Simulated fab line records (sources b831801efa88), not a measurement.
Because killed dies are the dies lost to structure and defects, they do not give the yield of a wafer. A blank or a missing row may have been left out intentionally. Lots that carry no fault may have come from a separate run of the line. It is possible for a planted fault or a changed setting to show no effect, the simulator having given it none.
Comparing a struck lot with a sound one :: flow sky130 :: 23 steps out of a route of 708
Sound: these wafers, L792.3, L792.5, L792.6. Wafers struck: L802.3, L802.6. The cause comes at the end.
For every step that has rows: the tool of each side, followed by ch and its chambers, followed by its first start. Under that, the readings that differ: sound wafers :: struck wafers :: difference of the means :: sigmas: that difference in standard deviations of wafers without a fault.
alike: same words and numbers on both sides, and readings whose means sit less than 2 such deviations apart. not compared: any withheld reading, any reading some wafer has no value for, any bound like >300 that may hide the same value, and any number with overlapping values for which the record gives no deviation.
The two part at a step that has a row with sigmas, a row that says differs or no value, or rows on one side only. Numbers that don't overlap but have no deviation are shown without sigmas and don't part them. A reading missing from all wafers of one side parts the sides only when that side holds two or more wafers.

first, 1 step without rows for these wafers: SKY_CAP2M_DEVELOP_11 (develop time 60 s).
SKY_CAP2M_OVL_MEAS_12:
  struck on overlay-01, day 46 03:50; sound on overlay-01, day 43 13:57
  alike: CAP2M_OVL
SKY_CAP2M_METAL_ETCH_13: etches TiN in Cl2/BCl3, stops on SiO2, target depth 220 nm, time 62.9 s.
  sound on rieMetal-02 ch 0,1, day 43 14:00; struck on rieMetal-01 ch 0,1, day 46 03:53
  alike: drypumpMotorCurrentA, oesProductAu, throttleValvePct
  not compared: rfHoursCounterH
SKY_CAP2M_STRIP_14: strips in O2/N2.
  sound on plasmaAsher-03 ch 0,1, day 43 14:05; struck on plasmaAsher-03 ch 1, day 46 03:58
  alike: drypumpMotorCurrentA, oesProductAu, stripTimeToEndpointS
  not compared: rfHoursCounterH
then, 8 steps without rows for these wafers: SKY_CAP2M_STRIP_15 (strips in post etch residue remover, time 1200 s); SKY_CAP2M_CLEAN_16 (cleans in IPA, time 180 s); SKY_CAP2M_CLEAN_17 (cleans in O3/DIW); SKY_METAL4_DEHYDRATE_05 (time 60 s); SKY_METAL4_HMDS_06 (prime time 60 s); SKY_METAL4_COAT_07 (resist thk 60 nm); SKY_METAL4_COAT_08 (resist thk 1140 nm); SKY_METAL4_SOFTBAKE_09 (time 90 s).
SKY_METAL4_EXPOSE_10: exposes mask MM4, target cd 300 nm.
  sound on krfScanner-02 ch 0, day 44 02:05; struck on krfScanner-01 ch 0, day 46 14:56
  alike: mask, focusOffsetNm, stageVelMmS
then, 2 steps without rows for these wafers: SKY_METAL4_PEB_11; SKY_METAL4_DEVELOP_12 (develop time 60 s).
SKY_METAL4_CD_MEAS_13: the cd target is 300 nm.
  struck on cdSem-01, day 47 00:55; sound on cdSem-02, day 44 13:43
reading: cdNm (nm)
sound: 301.6 300.4 301.8
struck: 219.0 219.4
difference: -82.1
sigmas: -55
SKY_METAL4_OVL_MEAS_14:
  struck on overlay-02, day 47 01:01; sound on overlay-02, day 44 13:48
reading: METAL4_OVL (nm)
sound: 0 1 6
struck: -13 -9
difference: -13
sigmas: -2
SKY_METAL4_DESCUM_15: chemistry O2, time 8 s.
  sound on rieMetal-01 ch 0,1, day 44 13:50; struck on rieMetal-03 ch 0,1, day 47 01:02
reading: model.METAL4.cdNm (nm)
sound: 301.8 300.6 301.4
struck: 220.2 219.3
difference: -81.5
sigmas: 
  alike: drypumpMotorCurrentA, oesProductAu
  not compared: rfHoursCounterH
SKY_METAL4_ETCH_16: etches BARC in N2/H2, stops on SiO2, time 88.2 s, target depth 60 nm.
  sound on rieMetal-01 ch 0,1, day 44 13:53; struck on rieMetal-03 ch 0,1, day 47 01:06
  alike: drypumpMotorCurrentA, oesProductAu, throttleValvePct
  not compared: rfHoursCounterH
SKY_METAL4_ETCH_17: etches SiO2 in C4F8/O2/Ar, stops on TiN, time 3.9 s, target depth 15 nm.
  sound on rieDiel-04 ch 0,1,2, day 44 13:58; struck on rieDiel-01 ch 1,2, day 47 01:10
  alike: oesProductAu
  not compared: rfHoursCounterH
SKY_METAL4_METAL_ETCH_18: etches the open film in Cl2/BCl3, stops on SiO2, target depth 845 nm, time 183.1 s.
  sound on rieMetal-03 ch 0,1, day 44 14:02; struck on rieMetal-01 ch 0,1, day 47 01:14
reading: model.METAL4.cdNm (nm)
sound: 297 298.2 296.2
struck: 219.1 223.1
difference: -76.0
sigmas: 
  alike: drypumpMotorCurrentA, oesProductAu, throttleValvePct
  not compared: rfHoursCounterH
SKY_METAL4_STRIP_19: strips in O2/N2.
  sound on plasmaAsher-01 ch 0,1, day 44 14:11; struck on plasmaAsher-01 ch 1, day 47 01:23
  alike: drypumpMotorCurrentA, oesProductAu, stripTimeToEndpointS
  not compared: rfHoursCounterH
-- the record jumps here: 3 days lie between the struck wafers' starts before and after (it left off in module METAL4 and takes up again in module PAD_OPEN, whose first step shown is number 708 of the route) --
SKY_PAD_OPEN_PROBE_99:
  only the struck wafers here have rows in the record (prober-01, day 50 07:04); the sound ones have none

## WHERE THEY PART
Earliest at SKY_METAL4_CD_MEAS_13; latest, in this record, at SKY_PAD_OPEN_PROBE_99.

WHY: the cause the simulator had injected
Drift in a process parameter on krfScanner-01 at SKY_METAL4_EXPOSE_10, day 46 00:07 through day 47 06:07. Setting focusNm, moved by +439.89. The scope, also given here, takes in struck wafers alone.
